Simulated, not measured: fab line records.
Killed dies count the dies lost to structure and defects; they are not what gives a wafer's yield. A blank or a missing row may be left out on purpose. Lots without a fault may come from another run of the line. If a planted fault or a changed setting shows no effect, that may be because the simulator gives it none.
Chamber matching / flow sky130 / 4 sister chambers for SKY_LI_CONTACT_CMP_24 on cmp-02
The step polishes, stops on PSG, t overpolish 20 s, target thk 0 nm. 18 wafers are shown with their chamber, then 9 later ones without.

WAFERS, EACH WITH ITS CHAMBER
wafer=L329.1; chamber=0; motor-current-A (A)=10.1; time-to-endpoint-s (s)=96; overpolish-run-s (s)=20.013
wafer=L329.2; chamber=1; motor-current-A (A)=9.6; time-to-endpoint-s (s)=98; overpolish-run-s (s)=20.015
wafer=L329.4; chamber=3; motor-current-A (A)=9.1; time-to-endpoint-s (s)=97; overpolish-run-s (s)=20.008
wafer=L328.1; chamber=1; motor-current-A (A)=10.1; time-to-endpoint-s (s)=101; overpolish-run-s (s)=19.997
wafer=L328.3; chamber=2; motor-current-A (A)=14.3; time-to-endpoint-s (s)=100; overpolish-run-s (s)=19.988
wafer=L328.5; chamber=2; motor-current-A (A)=13.4; time-to-endpoint-s (s)=100; overpolish-run-s (s)=19.983
wafer=L333.1; chamber=2; motor-current-A (A)=14.8; time-to-endpoint-s (s)=99; overpolish-run-s (s)=20.004
wafer=L333.3; chamber=1; motor-current-A (A)=10.4; time-to-endpoint-s (s)=97; overpolish-run-s (s)=19.996
wafer=L333.5; chamber=2; motor-current-A (A)=14.5; time-to-endpoint-s (s)=101; overpolish-run-s (s)=19.985
wafer=L330.2; chamber=2; motor-current-A (A)=13.4; time-to-endpoint-s (s)=97; overpolish-run-s (s)=19.993
wafer=L330.5; chamber=2; motor-current-A (A)=14.6; time-to-endpoint-s (s)=98; overpolish-run-s (s)=20.019
wafer=L330.6; chamber=1; motor-current-A (A)=9.6; time-to-endpoint-s (s)=98; overpolish-run-s (s)=20.007
wafer=L332.4; chamber=1; motor-current-A (A)=10.1; time-to-endpoint-s (s)=99; overpolish-run-s (s)=20.005
wafer=L332.5; chamber=0; motor-current-A (A)=10.8; time-to-endpoint-s (s)=95; overpolish-run-s (s)=19.998
wafer=L332.6; chamber=1; motor-current-A (A)=10.2; time-to-endpoint-s (s)=99; overpolish-run-s (s)=19.993
wafer=L334.1; chamber=3; motor-current-A (A)=9.3; time-to-endpoint-s (s)=98; overpolish-run-s (s)=20.000
wafer=L334.4; chamber=1; motor-current-A (A)=10.2; time-to-endpoint-s (s)=98; overpolish-run-s (s)=20.006
wafer=L334.6; chamber=0; motor-current-A (A)=10.4; time-to-endpoint-s (s)=92; overpolish-run-s (s)=20.007

SIGNATURES (averages over the wafers above)
reading=motor-current-A; chamber 0=10.433; chamber 1=10.029; chamber 2=14.167; chamber 3=9.200; scatter within a chamber=0.442
reading=time-to-endpoint-s; chamber 0=94.33; chamber 1=98.57; chamber 2=99.17; chamber 3=97.50; scatter within a chamber=1.46
reading=overpolish-run-s; chamber 0=20.00600; chamber 1=20.00271; chamber 2=19.99533; chamber 3=20.00400; scatter within a chamber=0.0102
Rule: for each reading, subtract the chamber's mean from the wafer's reading, divide by that reading's scatter and square the result; add these up over the readings and take the root, which gives the wafer's distance from the chamber. The wafer belongs to the nearest chamber; if the next one is less than 2 further off, it can't be placed. The scatter is the square root of a quotient: the sum, over the shown wafers, of each reading's squared deviation from its chamber's mean, divided by wafers minus chambers.

WAFERS WITHOUT THEIR CHAMBER
wafer=L338.4; motor-current-A (A)=8.9; time-to-endpoint-s (s)=99; overpolish-run-s (s)=20.002
wafer=L338.5; motor-current-A (A)=9.2; time-to-endpoint-s (s)=97; overpolish-run-s (s)=20.002
wafer=L338.6; motor-current-A (A)=14.4; time-to-endpoint-s (s)=102; overpolish-run-s (s)=19.998
wafer=L339.2; motor-current-A (A)=10.1; time-to-endpoint-s (s)=98; overpolish-run-s (s)=19.999
wafer=L339.4; motor-current-A (A)=14.2; time-to-endpoint-s (s)=100; overpolish-run-s (s)=19.999
wafer=L339.6; motor-current-A (A)=9.9; time-to-endpoint-s (s)=102; overpolish-run-s (s)=20.007
wafer=L346.3; motor-current-A (A)=10.2; time-to-endpoint-s (s)=96; overpolish-run-s (s)=19.999
wafer=L346.4; motor-current-A (A)=10.1; time-to-endpoint-s (s)=106; overpolish-run-s (s)=20.015
wafer=L346.5; motor-current-A (A)=8.6; time-to-endpoint-s (s)=101; overpolish-run-s (s)=20.014

EACH ONE'S CHAMBER
wafer=L338.4; from the rows above=can't be placed: 3 or 1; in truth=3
wafer=L338.5; from the rows above=can't be placed: 3 or 1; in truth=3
wafer=L338.6; from the rows above=2; in truth=2
wafer=L339.2; from the rows above=can't be placed: 1 or 3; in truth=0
wafer=L339.4; from the rows above=2; in truth=2
wafer=L339.6; from the rows above=can't be placed: 1 or 3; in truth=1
wafer=L346.3; from the rows above=can't be placed: 0 or 1 or 3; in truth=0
wafer=L346.4; from the rows above=can't be placed: 1 or 3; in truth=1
wafer=L346.5; from the rows above=can't be placed: 3 or 1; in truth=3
Placed correctly: 2 of 9. Not placeable from these rows: 7 (in 6, the candidates include the true chamber). 0 placed wrongly.
